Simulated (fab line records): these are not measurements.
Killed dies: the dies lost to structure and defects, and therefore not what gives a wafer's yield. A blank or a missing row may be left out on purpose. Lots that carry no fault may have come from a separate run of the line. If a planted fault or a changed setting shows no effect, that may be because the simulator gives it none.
fab line records -- flow sky130 -- part 1 of 2: steps 1 to 24 of 32
[record] lots = 5, wafers = 15, last_day = 50
route steps=708 shown VT_ADJUST_HVTP@93 VT_ADJUST_LVTN@97 VT_ADJUST_NCORE@119
lots that met no fault: taken from a fault-free run of the same line
start_h: the number of hours between the record's first day and the start of the first shown wafer of the lot -- wait_h: time in hours since the lot's previous step -- " unchanged from the row above -- L1.1+2: several wafers, shown together as one row -- - value missing, or start not given -- * or withheld: withheld -- < > ~ a bound
route shown NAME@n: NAME is a module with steps in the file, n the number in the route of the first one -- usual: mean and standard deviation over wafers with no fault -- same: alike in all rows -- chamber/n: place in a boat -- sites: each site's reading -- _std_site: standard deviation of those values -- _edge_site: the outer-site mean with the inner-site mean subtracted -- radius_mm: how far each site lies from the wafer's centre -- mask NAME#n: copy n -- behind: the last tool/chamber to shape the wafer -- hold: why the lot went on hold/how many hours it stayed there/how the hold came to an end -- device: transistor that didn't switch, given as n, p or np -- end of line: the tests these same wafers got at the end of their route -- step lacking rows: just its recipe -- killed: count of dies lost to structure and defects at first sort (not the wafer's yield) -- map: a wafer's dies, marking killed ones x, the rest . and places with no die _
set.NAME: setting as actually run; set.NAME@STEP: the setting as run at that earlier step -- model.NAME: the simulator's own value behind a step, which no gauge read
lots at some steps of the route; a table a step, a row a wafer
services: when a tool's chamber went out of use (start_h, in hours from the record's first day, below 0 if earlier), for how many hours, and the reason
[[steps]]
[step SKY_VT_ADJUST_HVTP_OVL_MEAS_08]
[usual] VT_ADJUST_HVTP_OVL = 0.5/1.6
lot.wafer,tool,chamber,start_h,wait_h,VT_ADJUST_HVTP_OVL[nm]
L074.1,overlay-02,-,123.42,0.1,1.4
L074.2,overlay-02,-,123.42,0.1,2.4
L074.3,overlay-02,-,123.42,0.1,0.6
L083.4,overlay-02,-,180.13,0.1,-1.2
L083.5,overlay-02,-,180.13,0.1,0.2
L083.6,overlay-02,-,180.13,0.1,0.0
L086.1,overlay-01,-,195.20,0.1,0.6
L086.5,overlay-01,-,195.20,0.1,-1.0
L086.6,overlay-01,-,195.20,0.1,-1.3
L091.2,overlay-02,-,232.05,0.1,-0.1
L091.3,overlay-02,-,232.05,0.1,0.2
L091.5,overlay-02,-,232.05,0.1,0.4
L096.2,overlay-01,-,262.33,0.1,0.6
L096.3,overlay-01,-,262.33,0.1,-0.4
L096.5,overlay-01,-,262.33,0.1,1.9
[step SKY_VT_ADJUST_HVTP_IMPLANT_09]
[recipe] species = As, energy_kev = 150, dose_cm2 = 4.3e+12, tilt_deg = withheld
lot.wafer,tool,chamber,start_h,wait_h
L074.1+2+3,implanter-01,0,123.45,0.0
L083.4+5+6,implanter-01,0,180.23,0.1
L086.1+5+6,implanter-01,0,195.24,0.0
L091.2+3+5,implanter-01,0,232.10,0.0
L096.2+3+5,implanter-03,0,262.38,0.0
[step SKY_VT_ADJUST_HVTP_STRIP_10]
[recipe] chemistry = O2/N2, power_w = 1400, pressure_mtorr = 1500, platen_temp_c = withheld, o2_flow_sccm = 3000, n2_flow_sccm = 300, overash_fraction = 0.5
[usual] chamber_pressure_mTorr = 1500.0/1.3, drypump_motor_current_A = 6.2/0.44, oes_product_au = 0.715/0.0046, strip_time_to_endpoint_s = 14.18/0.032
lot.wafer,tool,chamber,start_h,wait_h,chamber_pressure_mTorr,drypump_motor_current_A,oes_product_au,rf_hours_counter_h,strip_time_to_endpoint_s
L074.1,plasma_asher-01,1,123.60,0.1,1501.6,6.0,0.718,42,14.15
L074.2,plasma_asher-01,0,123.60,0.1,1499.9,6.6,0.708,42,14.16
L074.3,plasma_asher-01,0,123.60,0.1,1499.7,6.6,0.713,-,14.21
L083.4,plasma_asher-03,0,180.34,0.1,1501.2,6.7,0.707,-,14.20
L083.5,plasma_asher-03,1,180.34,0.1,1498.1,5.9,0.717,-,14.19
L083.6,plasma_asher-03,0,180.34,0.1,1502.2,6.7,0.716,-,14.18
L086.1,plasma_asher-01,0,195.39,0.1,1500.7,6.6,0.712,49,14.13
L086.5,plasma_asher-01,1,195.39,0.1,1499.0,6.0,0.712,-,14.16
L086.6,plasma_asher-01,0,195.39,0.1,1498.3,6.6,0.712,-,14.14
L091.2,plasma_asher-03,1,232.23,0.1,1500.3,5.9,0.712,11,14.15
L091.3,plasma_asher-03,0,232.23,0.1,1503.1,6.7,0.720,-,14.15
L091.5,plasma_asher-03,1,232.23,0.1,1499.4,5.9,0.720,-,14.17
L096.2,plasma_asher-03,1,262.51,0.1,1500.2,5.9,0.714,14,14.11
L096.3,plasma_asher-03,0,262.51,0.1,1499.4,6.7,0.715,-,14.11
L096.5,plasma_asher-03,1,262.51,0.1,1499.5,5.9,0.712,-,14.21
[step SKY_VT_ADJUST_HVTP_TW_MEAS_11]
[usual] VT_ADJUST_HVTP_TW = 1355/12
lot.wafer,tool,chamber,start_h,wait_h,VT_ADJUST_HVTP_TW
L074.1,film_metro-03,-,123.70,0.1,1369
L074.2,film_metro-03,-,123.70,0.1,1352
L074.3,film_metro-03,-,123.70,0.1,1373
L083.4,film_metro-04,-,180.43,0.1,1340
L083.5,film_metro-04,-,180.43,0.1,1337
L083.6,film_metro-04,-,180.43,0.1,1340
L086.1,film_metro-03,-,195.49,0.1,1355
L086.5,film_metro-03,-,195.49,0.1,1360
L086.6,film_metro-03,-,195.49,0.1,1356
L091.2,film_metro-01,-,232.34,0.1,1361
L091.3,film_metro-01,-,232.34,0.1,1362
L091.5,film_metro-01,-,232.34,0.1,1361
L096.2,film_metro-04,-,262.62,0.1,1350
L096.3,film_metro-04,-,262.62,0.1,1349
L096.5,film_metro-04,-,262.62,0.1,1347
[step SKY_VT_ADJUST_LVTN_DEHYDRATE_00]
[recipe] temp_c = 200, time_s = 60
[usual] chill_plate_temp_C = 23.01/0.1
lot.wafer,tool,chamber,start_h,wait_h,chill_plate_temp_C
L074.1,litho_track-02,0,133.22,9.5,23.04
L074.2,litho_track-02,0,133.22,9.5,23.13
L074.3,litho_track-02,0,133.22,9.5,23.03
L083.4,litho_track-02,0,189.54,9.1,22.90
L083.5,litho_track-02,0,189.54,9.1,23.27
L083.6,litho_track-02,0,189.54,9.1,22.88
L086.1,litho_track-02,0,205.17,9.7,23.02
L086.5,litho_track-02,0,205.17,9.7,23.15
L086.6,litho_track-02,0,205.17,9.7,23.03
L091.2,litho_track-01,0,243.55,11.2,23.09
L091.3,litho_track-01,0,243.55,11.2,23.00
L091.5,litho_track-01,0,243.55,11.2,22.94
L096.2,litho_track-02,0,274.49,11.9,22.97
L096.3,litho_track-02,0,274.49,11.9,22.92
L096.5,litho_track-02,0,274.49,11.9,22.90
[step SKY_VT_ADJUST_LVTN_HMDS_01]
[recipe] prime_time_s = 60, prime_temp_c = 120
[usual] chill_plate_temp_C = 23.01/0.1
lot.wafer,tool,chamber,start_h,wait_h,chill_plate_temp_C
L074.1,litho_track-02,0,133.37,0.1,23.00
L074.2,litho_track-02,0,133.37,0.1,22.97
L074.3,litho_track-02,0,133.37,0.1,22.89
L083.4,litho_track-02,0,189.69,0.1,23.14
L083.5,litho_track-02,0,189.69,0.1,23.01
L083.6,litho_track-02,0,189.69,0.1,22.81
L086.1,litho_track-02,0,205.32,0.1,23.10
L086.5,litho_track-02,0,205.32,0.1,22.95
L086.6,litho_track-02,0,205.32,0.1,23.19
L091.2,litho_track-01,0,243.70,0.1,23.00
L091.3,litho_track-01,0,243.70,0.1,23.04
L091.5,litho_track-01,0,243.70,0.1,22.88
L096.2,litho_track-02,0,274.64,0.1,22.96
L096.3,litho_track-02,0,274.64,0.1,22.78
L096.5,litho_track-02,0,274.64,0.1,22.88
[step SKY_VT_ADJUST_LVTN_COAT_02]
[recipe] spin_rpm = 2000, resist_thk_nm = 3000
[usual] chill_plate_temp_C = 23.00/0.087
lot.wafer,tool,chamber,start_h,wait_h,chill_plate_temp_C
L074.1,litho_track-02,0,133.52,0.1,22.93
L074.2,litho_track-02,0,133.52,0.1,22.92
L074.3,litho_track-02,0,133.52,0.1,23.00
L083.4,litho_track-02,0,189.84,0.1,22.89
L083.5,litho_track-02,0,189.84,0.1,23.00
L083.6,litho_track-02,0,189.84,0.1,22.85
L086.1,litho_track-02,0,205.47,0.1,22.97
L086.5,litho_track-02,0,205.47,0.1,22.97
L086.6,litho_track-02,0,205.47,0.1,23.10
L091.2,litho_track-01,0,243.85,0.1,23.07
L091.3,litho_track-01,0,243.85,0.1,23.07
L091.5,litho_track-01,0,243.85,0.1,23.01
L096.2,litho_track-02,0,274.79,0.1,22.81
L096.3,litho_track-02,0,274.79,0.1,22.93
L096.5,litho_track-02,0,274.79,0.1,22.88
[step SKY_VT_ADJUST_LVTN_SOFTBAKE_03]
[recipe] temp_c = 110, time_s = withheld
[usual] chill_plate_temp_C = 22.98/0.099
lot.wafer,tool,chamber,start_h,wait_h,chill_plate_temp_C
L074.1,litho_track-02,0,133.67,0.1,22.82
L074.2,litho_track-02,0,133.67,0.1,22.90
L074.3,litho_track-02,0,133.67,0.1,22.97
L083.4,litho_track-02,0,190.02,0.1,22.96
L083.5,litho_track-02,0,190.02,0.1,22.93
L083.6,litho_track-02,0,190.02,0.1,22.85
L086.1,litho_track-02,0,205.62,0.1,22.97
L086.5,litho_track-02,0,205.62,0.1,22.94
L086.6,litho_track-02,0,205.62,0.1,22.97
L091.2,litho_track-01,0,244.01,0.1,23.11
L091.3,litho_track-01,0,244.01,0.1,22.93
L091.5,litho_track-01,0,244.01,0.1,23.05
L096.2,litho_track-02,0,274.95,0.1,22.92
L096.3,litho_track-02,0,274.95,0.1,22.75
L096.5,litho_track-02,0,274.95,0.1,22.80
[step SKY_VT_ADJUST_LVTN_EXPOSE_04]
[recipe] mask_id = NWM_COMPLEMENT_LESS_NATIVE, na = 0.6, source_shape = conventional, sigma_outer = 0.6, polarization = unpolarized, target_cd_nm = 840, dose_mj = 194
[usual] reticle_temp_C = 22.98/0.11
lot.wafer,tool,chamber,start_h,wait_h,mask,reticle_temp_C
L074.1,iline_stepper-01,0,-,-,NWM_COMPLEMENT_LESS_NATIVE#0,22.88
L074.2,iline_stepper-01,0,-,-,NWM_COMPLEMENT_LESS_NATIVE#0,22.96
L074.3,iline_stepper-01,0,-,-,NWM_COMPLEMENT_LESS_NATIVE#0,22.96
L083.4,iline_stepper-02,0,-,-,NWM_COMPLEMENT_LESS_NATIVE#0,22.91
L083.5,iline_stepper-02,0,-,-,NWM_COMPLEMENT_LESS_NATIVE#0,23.08
L083.6,iline_stepper-02,0,-,-,NWM_COMPLEMENT_LESS_NATIVE#0,22.93
L086.1,iline_stepper-01,0,-,-,NWM_COMPLEMENT_LESS_NATIVE#0,23.03
L086.5,iline_stepper-01,0,-,-,NWM_COMPLEMENT_LESS_NATIVE#0,22.92
L086.6,iline_stepper-01,0,-,-,NWM_COMPLEMENT_LESS_NATIVE#0,22.91
L091.2,iline_stepper-01,0,-,-,NWM_COMPLEMENT_LESS_NATIVE#0,23.00
L091.3,iline_stepper-01,0,-,-,NWM_COMPLEMENT_LESS_NATIVE#0,23.02
L091.5,iline_stepper-01,0,-,-,NWM_COMPLEMENT_LESS_NATIVE#0,23.07
L096.2,iline_stepper-02,0,-,-,NWM_COMPLEMENT_LESS_NATIVE#0,22.83
L096.3,iline_stepper-02,0,-,-,NWM_COMPLEMENT_LESS_NATIVE#0,22.93
L096.5,iline_stepper-02,0,-,-,NWM_COMPLEMENT_LESS_NATIVE#0,22.93
[step SKY_VT_ADJUST_LVTN_PEB_05]
[recipe] temp_c = 115, time_s = withheld
[usual] chill_plate_temp_C = 22.99/0.097
lot.wafer,tool,chamber,start_h,wait_h,chill_plate_temp_C
L074.1,litho_track-01,0,-,-,22.84
L074.2,litho_track-01,0,-,-,22.93
L074.3,litho_track-01,0,-,-,23.04
L083.4,litho_track-02,0,-,-,23.10
L083.5,litho_track-02,0,-,-,23.07
L083.6,litho_track-02,0,-,-,23.06
L086.1,litho_track-01,0,-,-,23.01
L086.5,litho_track-01,0,-,-,23.11
L086.6,litho_track-01,0,-,-,22.96
L091.2,litho_track-02,0,-,-,23.12
L091.3,litho_track-02,0,-,-,23.19
L091.5,litho_track-02,0,-,-,23.03
L096.2,litho_track-01,0,-,-,22.90
L096.3,litho_track-01,0,-,-,22.89
L096.5,litho_track-01,0,-,-,22.94
[step SKY_VT_ADJUST_LVTN_DEVELOP_06]
[recipe] wall_angle_deg = 90, developer = TMAH, develop_time_s = 60, dev_temp_c = 23
[usual] chill_plate_temp_C = 23.01/0.11, developer_temp_C = 23.02/0.098
lot.wafer,tool,chamber,start_h,wait_h,chill_plate_temp_C,developer_temp_C
L074.1,litho_track-01,0,-,-,23.03,23.02
L074.2,litho_track-01,0,-,-,23.16,23.00
L074.3,litho_track-01,0,-,-,23.04,23.00
L083.4,litho_track-02,0,-,-,23.02,23.14
L083.5,litho_track-02,0,-,-,23.13,23.17
L083.6,litho_track-02,0,-,-,23.09,23.13
L086.1,litho_track-01,0,-,-,23.14,22.87
L086.5,litho_track-01,0,-,-,23.05,23.04
L086.6,litho_track-01,0,-,-,23.05,22.85
L091.2,litho_track-02,0,-,-,22.90,22.89
L091.3,litho_track-02,0,-,-,22.89,22.98
L091.5,litho_track-02,0,-,-,22.81,23.03
L096.2,litho_track-01,0,-,-,23.04,23.08
L096.3,litho_track-01,0,-,-,22.89,23.13
L096.5,litho_track-01,0,-,-,22.91,23.13
[step SKY_VT_ADJUST_LVTN_OVL_MEAS_07]
[usual] VT_ADJUST_LVTN_OVL = 0.2/1.5
lot.wafer,tool,chamber,start_h,wait_h,VT_ADJUST_LVTN_OVL[nm]
L074.1,overlay-02,-,143.12,-,2.6
L074.2,overlay-02,-,143.12,-,1.1
L074.3,overlay-02,-,143.12,-,2.9
L083.4,overlay-02,-,200.84,-,0.1
L083.5,overlay-02,-,200.84,-,-0.9
L083.6,overlay-02,-,200.84,-,2.3
L086.1,overlay-01,-,216.77,-,1.0
L086.5,overlay-01,-,216.77,-,-1.1
L086.6,overlay-01,-,216.77,-,-0.6
L091.2,overlay-02,-,255.32,-,0.5
L091.3,overlay-02,-,255.32,-,0.2
L091.5,overlay-02,-,255.32,-,1.4
L096.2,overlay-01,-,287.33,-,0.4
L096.3,overlay-01,-,287.33,-,1.0
L096.5,overlay-01,-,287.33,-,-2.1
[step SKY_VT_ADJUST_LVTN_IMPLANT_08]
[recipe] species = B, energy_kev = 30, dose_cm2 = 1.57e+12, tilt_deg = withheld
lot.wafer,tool,chamber,start_h,wait_h
L074.1+2+3,implanter-03,0,143.16,0.0
L083.4+5+6,implanter-01,0,200.93,0.1
L086.1+5+6,implanter-01,0,216.81,0.0
L091.2+3+5,implanter-01,0,255.38,0.0
L096.2+3+5,implanter-03,0,287.38,0.0
[step SKY_VT_ADJUST_LVTN_STRIP_09]
[recipe] chemistry = O2/N2, power_w = 1400, pressure_mtorr = 1500, platen_temp_c = withheld, o2_flow_sccm = 3000, n2_flow_sccm = 300, overash_fraction = 0.5
[usual] chamber_pressure_mTorr = 1500.0/1.4, drypump_motor_current_A = 5.6/0.55, oes_product_au = 0.723/0.0044, strip_time_to_endpoint_s = 36.93/0.089
lot.wafer,tool,chamber,start_h,wait_h,chamber_pressure_mTorr,drypump_motor_current_A,oes_product_au,rf_hours_counter_h,strip_time_to_endpoint_s
L074.1,plasma_asher-04,1,143.31,0.1,1499.1,5.3,0.721,33,37.01
L074.2,plasma_asher-04,0,143.31,0.1,1500.1,5.0,0.724,33,36.88
L074.3,plasma_asher-04,1,143.31,0.1,1500.2,5.3,0.727,-,36.90
L083.4,plasma_asher-03,1,201.04,0.1,1500.2,5.9,0.717,-,36.91
L083.5,plasma_asher-03,0,201.04,0.1,1501.2,6.7,0.724,-,37.02
L083.6,plasma_asher-03,1,201.04,0.1,1502.2,5.9,0.730,-,37.11
L086.1,plasma_asher-04,1,216.96,0.1,1501.7,5.3,0.725,40,36.96
L086.5,plasma_asher-04,0,216.96,0.1,1501.0,5.0,0.719,-,36.86
L086.6,plasma_asher-04,1,216.96,0.1,1498.9,5.3,0.716,-,36.93
L091.2,plasma_asher-03,0,255.50,0.1,1500.7,6.7,0.724,14,36.82
L091.3,plasma_asher-03,1,255.50,0.1,1499.8,5.9,0.723,-,36.87
L091.5,plasma_asher-03,0,255.50,0.1,1499.3,6.7,0.726,-,36.96
L096.2,plasma_asher-04,0,287.51,0.1,1499.8,5.0,0.720,46,36.87
L096.3,plasma_asher-04,0,287.51,0.1,1499.5,5.0,0.722,-,36.91
L096.5,plasma_asher-04,0,287.51,0.1,1499.9,5.0,0.728,-,37.03
[step SKY_VT_ADJUST_LVTN_TW_MEAS_10]
[usual] VT_ADJUST_LVTN_TW = 241.8/1.7
lot.wafer,tool,chamber,start_h,wait_h,VT_ADJUST_LVTN_TW
L074.1,film_metro-02,-,143.41,0.1,241.1
L074.2,film_metro-02,-,143.41,0.1,241.8
L074.3,film_metro-02,-,143.41,0.1,242.1
L083.4,film_metro-04,-,201.13,0.1,239.8
L083.5,film_metro-04,-,201.13,0.1,238.9
L083.6,film_metro-04,-,201.13,0.1,238.7
L086.1,film_metro-04,-,217.06,0.1,239.9
L086.5,film_metro-04,-,217.06,0.1,239.4
L086.6,film_metro-04,-,217.06,0.1,240.6
L091.2,film_metro-04,-,255.61,0.1,238.8
L091.3,film_metro-04,-,255.61,0.1,241.2
L091.5,film_metro-04,-,255.61,0.1,240.9
L096.2,film_metro-02,-,287.62,0.1,242.1
L096.3,film_metro-02,-,287.62,0.1,242.4
L096.5,film_metro-02,-,287.62,0.1,243.2
[step SKY_VT_ADJUST_LVTN_DEHYDRATE_11]
[recipe] temp_c = 200, time_s = 60
[usual] chill_plate_temp_C = 23.00/0.1
lot.wafer,tool,chamber,start_h,wait_h,chill_plate_temp_C
L074.1,litho_track-01,0,152.32,8.9,22.93
L074.2,litho_track-01,0,152.32,8.9,22.96
L074.3,litho_track-01,0,152.32,8.9,22.87
L083.4,litho_track-02,0,210.34,9.2,23.08
L083.5,litho_track-02,0,210.34,9.2,22.94
L083.6,litho_track-02,0,210.34,9.2,22.97
L086.1,litho_track-01,0,227.87,10.8,22.94
L086.5,litho_track-01,0,227.87,10.8,22.89
L086.6,litho_track-01,0,227.87,10.8,22.94
L091.2,litho_track-03,0,267.16,11.5,23.16
L091.3,litho_track-03,0,267.16,11.5,23.19
L091.5,litho_track-03,0,267.16,11.5,23.02
L096.2,litho_track-02,0,299.44,11.8,23.04
L096.3,litho_track-02,0,299.44,11.8,23.10
L096.5,litho_track-02,0,299.44,11.8,23.28
[step SKY_VT_ADJUST_LVTN_HMDS_12]
[recipe] prime_time_s = 60, prime_temp_c = 120
[usual] chill_plate_temp_C = 22.98/0.099
lot.wafer,tool,chamber,start_h,wait_h,chill_plate_temp_C
L074.1,litho_track-01,0,152.47,0.1,22.93
L074.2,litho_track-01,0,152.47,0.1,23.03
L074.3,litho_track-01,0,152.47,0.1,22.96
L083.4,litho_track-02,0,210.49,0.1,23.07
L083.5,litho_track-02,0,210.49,0.1,23.03
L083.6,litho_track-02,0,210.49,0.1,22.94
L086.1,litho_track-01,0,228.02,0.1,22.97
L086.5,litho_track-01,0,228.02,0.1,22.92
L086.6,litho_track-01,0,228.02,0.1,23.12
L091.2,litho_track-03,0,267.31,0.1,22.93
L091.3,litho_track-03,0,267.31,0.1,22.91
L091.5,litho_track-03,0,267.31,0.1,23.02
L096.2,litho_track-02,0,299.59,0.1,23.10
L096.3,litho_track-02,0,299.59,0.1,23.11
L096.5,litho_track-02,0,299.59,0.1,22.92
[step SKY_VT_ADJUST_LVTN_COAT_13]
[recipe] resist = NOVOLAK, spin_rpm = 3000, resist_thk_nm = 1140
[usual] chill_plate_temp_C = 22.99/0.098
lot.wafer,tool,chamber,start_h,wait_h,chill_plate_temp_C
L074.1,litho_track-01,0,152.62,0.1,22.80
L074.2,litho_track-01,0,152.62,0.1,23.10
L074.3,litho_track-01,0,152.62,0.1,22.90
L083.4,litho_track-02,0,210.64,0.1,23.04
L083.5,litho_track-02,0,210.64,0.1,22.98
L083.6,litho_track-02,0,210.64,0.1,22.89
L086.1,litho_track-01,0,228.17,0.1,22.84
L086.5,litho_track-01,0,228.17,0.1,22.89
L086.6,litho_track-01,0,228.17,0.1,22.96
L091.2,litho_track-03,0,267.46,0.1,22.87
L091.3,litho_track-03,0,267.46,0.1,22.85
L091.5,litho_track-03,0,267.46,0.1,23.03
L096.2,litho_track-02,0,299.74,0.1,22.69
L096.3,litho_track-02,0,299.74,0.1,22.92
L096.5,litho_track-02,0,299.74,0.1,23.03
[step SKY_VT_ADJUST_LVTN_SOFTBAKE_14]
[recipe] temp_c = 90, time_s = 60, resist = NOVOLAK
[usual] chill_plate_temp_C = 23.00/0.11
lot.wafer,tool,chamber,start_h,wait_h,chill_plate_temp_C
L074.1,litho_track-01,0,152.77,0.1,22.93
L074.2,litho_track-01,0,152.77,0.1,23.04
L074.3,litho_track-01,0,152.77,0.1,23.00
L083.4,litho_track-02,0,210.79,0.1,23.11
L083.5,litho_track-02,0,210.79,0.1,23.12
L083.6,litho_track-02,0,210.79,0.1,23.10
L086.1,litho_track-01,0,228.32,0.1,22.88
L086.5,litho_track-01,0,228.32,0.1,22.93
L086.6,litho_track-01,0,228.32,0.1,22.97
L091.2,litho_track-03,0,267.61,0.1,23.02
L091.3,litho_track-03,0,267.61,0.1,23.13
L091.5,litho_track-03,0,267.61,0.1,23.05
L096.2,litho_track-02,0,299.89,0.1,22.88
L096.3,litho_track-02,0,299.89,0.1,22.76
L096.5,litho_track-02,0,299.89,0.1,22.96
[step SKY_VT_ADJUST_LVTN_EXPOSE_15]
[recipe] mask_id = HVN_STD_DERIVED, na = 0.6, source_shape = conventional, sigma_outer = 0.6, polarization = unpolarized, target_cd_nm = 600, dose_mj = 163
[usual] reticle_temp_C = 23.01/0.099
lot.wafer,tool,chamber,start_h,wait_h,mask,reticle_temp_C
L074.1,iline_stepper-01,0,-,-,HVN_STD_DERIVED#0,23.02
L074.2,iline_stepper-01,0,-,-,HVN_STD_DERIVED#0,23.06
L074.3,iline_stepper-01,0,-,-,HVN_STD_DERIVED#0,23.15
L083.4,iline_stepper-01,0,-,-,HVN_STD_DERIVED#0,23.10
L083.5,iline_stepper-01,0,-,-,HVN_STD_DERIVED#0,23.16
L083.6,iline_stepper-01,0,-,-,HVN_STD_DERIVED#0,23.02
L086.1,iline_stepper-01,0,-,-,HVN_STD_DERIVED#0,23.06
L086.5,iline_stepper-01,0,-,-,HVN_STD_DERIVED#0,23.06
L086.6,iline_stepper-01,0,-,-,HVN_STD_DERIVED#0,23.16
L091.2,iline_stepper-02,0,-,-,HVN_STD_DERIVED#0,23.01
L091.3,iline_stepper-02,0,-,-,HVN_STD_DERIVED#0,23.11
L091.5,iline_stepper-02,0,-,-,HVN_STD_DERIVED#0,22.90
L096.2,iline_stepper-01,0,-,-,HVN_STD_DERIVED#0,23.05
L096.3,iline_stepper-01,0,-,-,HVN_STD_DERIVED#0,23.14
L096.5,iline_stepper-01,0,-,-,HVN_STD_DERIVED#0,23.12
[step SKY_VT_ADJUST_LVTN_PEB_16]
[recipe] temp_c = withheld, time_s = *, resist = NOVOLAK
[usual] chill_plate_temp_C = *
lot.wafer,tool,chamber,start_h,wait_h,chill_plate_temp_C
L074.1,litho_track-03,0,-,-,*
L074.2,litho_track-03,0,-,-,*
L074.3,litho_track-03,0,-,-,*
L083.4,litho_track-02,0,-,-,*
L083.5,litho_track-02,0,-,-,*
L083.6,litho_track-02,0,-,-,*
L086.1,litho_track-03,0,-,-,*
L086.5,litho_track-03,0,-,-,*
L086.6,litho_track-03,0,-,-,*
L091.2,litho_track-02,0,-,-,*
L091.3,litho_track-02,0,-,-,*
L091.5,litho_track-02,0,-,-,*
L096.2,litho_track-02,0,-,-,*
L096.3,litho_track-02,0,-,-,*
L096.5,litho_track-02,0,-,-,*
[step SKY_VT_ADJUST_LVTN_DEVELOP_17]
[recipe] resist = NOVOLAK, developer = TMAH, develop_time_s = 60, dev_temp_c = 23
[usual] chill_plate_temp_C = 23.00/0.11, developer_temp_C = 23.01/0.12
lot.wafer,tool,chamber,start_h,wait_h,chill_plate_temp_C,developer_temp_C
L074.1,litho_track-03,0,162.08,0.1,22.92,23.03
L074.2,litho_track-03,0,162.08,0.1,22.89,23.00
L074.3,litho_track-03,0,162.08,0.1,23.03,23.06
L083.4,litho_track-02,0,223.09,0.1,23.16,22.98
L083.5,litho_track-02,0,223.09,0.1,22.99,23.07
L083.6,litho_track-02,0,223.09,0.1,22.91,22.92
L086.1,litho_track-03,0,239.53,0.1,22.92,23.04
L086.5,litho_track-03,0,239.53,0.1,23.02,23.04
L086.6,litho_track-03,0,239.53,0.1,22.97,23.10
L091.2,litho_track-02,0,280.09,0.1,22.95,23.13
L091.3,litho_track-02,0,280.09,0.1,22.95,22.93
L091.5,litho_track-02,0,280.09,0.1,23.00,23.06
L096.2,litho_track-02,0,312.19,0.1,23.02,23.13
L096.3,litho_track-02,0,312.19,0.1,23.00,23.12
L096.5,litho_track-02,0,312.19,0.1,22.82,23.14
[step SKY_VT_ADJUST_LVTN_OVL_MEAS_18]
[usual] VT_ADJUST_LVTN_01_OVL = 0.0/1.2
lot.wafer,tool,chamber,start_h,wait_h,VT_ADJUST_LVTN_01_OVL[nm]
L074.1,overlay-01,-,162.23,0.1,-0.8
L074.2,overlay-01,-,162.23,0.1,-0.5
L074.3,overlay-01,-,162.23,0.1,-1.3
L083.4,overlay-02,-,223.19,0.1,-0.6
L083.5,overlay-02,-,223.19,0.1,-0.6
L083.6,overlay-02,-,223.19,0.1,-1.1
L086.1,overlay-01,-,239.68,0.1,-1.7
L086.5,overlay-01,-,239.68,0.1,-1.6
L086.6,overlay-01,-,239.68,0.1,-1.5
L091.2,overlay-02,-,280.22,0.1,-0.6
L091.3,overlay-02,-,280.22,0.1,1.6
L091.5,overlay-02,-,280.22,0.1,2.5
L096.2,overlay-02,-,312.32,0.1,1.7
L096.3,overlay-02,-,312.32,0.1,0.9
L096.5,overlay-02,-,312.32,0.1,0.7
[step SKY_VT_ADJUST_LVTN_IMPLANT_19]
[recipe] species = B, energy_kev = 30, dose_cm2 = 6.5e+11, tilt_deg = withheld
lot.wafer,tool,chamber,start_h,wait_h
L074.1+2+3,implanter-03,0,162.27,0.0
L083.4+5+6,implanter-03,0,223.28,0.1
L086.1+5+6,implanter-04,0,239.72,0.0
L091.2+3+5,implanter-04,0,280.28,0.0
L096.2+3+5,implanter-04,0,312.38,0.0
